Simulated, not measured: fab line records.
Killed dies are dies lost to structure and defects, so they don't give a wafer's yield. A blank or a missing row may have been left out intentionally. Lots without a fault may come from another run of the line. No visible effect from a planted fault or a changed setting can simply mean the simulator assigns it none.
Tool commonality check ; flow sky130 ; Sampled: 11 lots, 39 wafers

WHAT PROMPTED THE OPENING
Of 11 lots, 2 have the reading SONOS_TUNNEL_TW flagged at SKY_SONOS_TUNNEL_TW_MEAS_12. No-fault wafers: 196.2, standard deviation 1.5.
Rule: flag the lot when none of its wafers has a number, or when each of its wafers that has one lies beyond 4 standard deviations from that mean. All remaining lots are regarded as sound.

lot;measured;on;SONOS_TUNNEL_TW, wafer by wafer;flag
L470;day 12 10:28;film_metro-02;194.7 193.7 193.8;
L471;day 12 15:29;film_metro-04;196.8 196.2 195.9;
L472;day 12 20:35;film_metro-04;196.4 195.5 196.6;
L473;day 13 06:53;film_metro-02;193.7 193.7 192.9;
L474;day 13 21:05;film_metro-04;198.5 199.5 198.3;
L477;day 14 15:02;film_metro-04;196.6 197.4 197.4;
L484;day 16 09:39;film_metro-01;146.9 145.9 147.5 147.4 145.9 146.9;FLAGGED
L485;day 16 16:36;film_metro-02;144.6 144.2 144.7 145.1 144.0 145.2;FLAGGED
L488;day 17 12:22;film_metro-04;197.0 197.4 198.1;
L490;day 18 02:52;film_metro-04;197.9 197.5 198.5;
L493;day 19 03:49;film_metro-02;194.5 196.0 194.6;
On average the flagged lots' numbers are 145.7, which is -50.5 against the usual, or -34 standard deviations.

EACH LOT AND THE TOOL IT RAN ON
The record holds 1 process step before the reading, out of a route of 708 steps. Cell contents, in order: the tool; ch with the chambers the sampled wafers went through; the start.
lot;flag;SKY_SONOS_TUNNEL_IMPLANT_09
L470;;implanter-02 ch 0, day 12 10:01
L471;;implanter-02 ch 0, day 12 15:04
L472;;implanter-01 ch 0, day 12 20:10
L473;;implanter-02 ch 0, day 13 06:15
L474;;implanter-02 ch 0, day 13 20:40
L477;;implanter-02 ch 0, day 14 14:37
L484;FLAGGED;implanter-02 ch 0, day 16 09:07
L485;FLAGGED;implanter-02 ch 0, day 16 16:02
L488;;implanter-03 ch 0, day 17 11:58
L490;;implanter-01 ch 0, day 18 02:28
L493;;implanter-02 ch 0, day 19 02:57
What the steps here do:
- SKY_SONOS_TUNNEL_IMPLANT_09
- SKY_SONOS_TUNNEL_TW_MEAS_12

FLAGGED OVER TOTAL, TOOL BY TOOL (the gauges that took the reading come last)
step;tool;lots run;flagged;share of the flagged lots;sound lots run after its first flagged lot
SKY_SONOS_TUNNEL_IMPLANT_09;implanter-01;2;0;none;-
SKY_SONOS_TUNNEL_IMPLANT_09;implanter-02;8;2;all;1 (L493)
SKY_SONOS_TUNNEL_IMPLANT_09;implanter-03;1;0;none;-
SKY_SONOS_TUNNEL_TW_MEAS_12;film_metro-01;1;1;some;0
SKY_SONOS_TUNNEL_TW_MEAS_12;film_metro-02;4;1;some;1 (L493)
SKY_SONOS_TUNNEL_TW_MEAS_12;film_metro-04;6;0;none;-

WHAT IS ALLOWED BY THE TABLE
All flagged lots share 1 row of the table, namely implanter-02 at SKY_SONOS_TUNNEL_IMPLANT_09.
- implanter-02 at SKY_SONOS_TUNNEL_IMPLANT_09: 2 of its 8 lots flagged. After the first flagged lot (L493), sound lots still ran on it; a lasting fault on the whole tool would not permit that. Its own readings lie more than 4 standard deviations out on every wafer of the flagged lots: dose_ions_cm2, faraday_current_uA.
There is no row in the table that ran each flagged lot and no sound lot after the first.

WHAT THE SIMULATOR HAD INSERTED
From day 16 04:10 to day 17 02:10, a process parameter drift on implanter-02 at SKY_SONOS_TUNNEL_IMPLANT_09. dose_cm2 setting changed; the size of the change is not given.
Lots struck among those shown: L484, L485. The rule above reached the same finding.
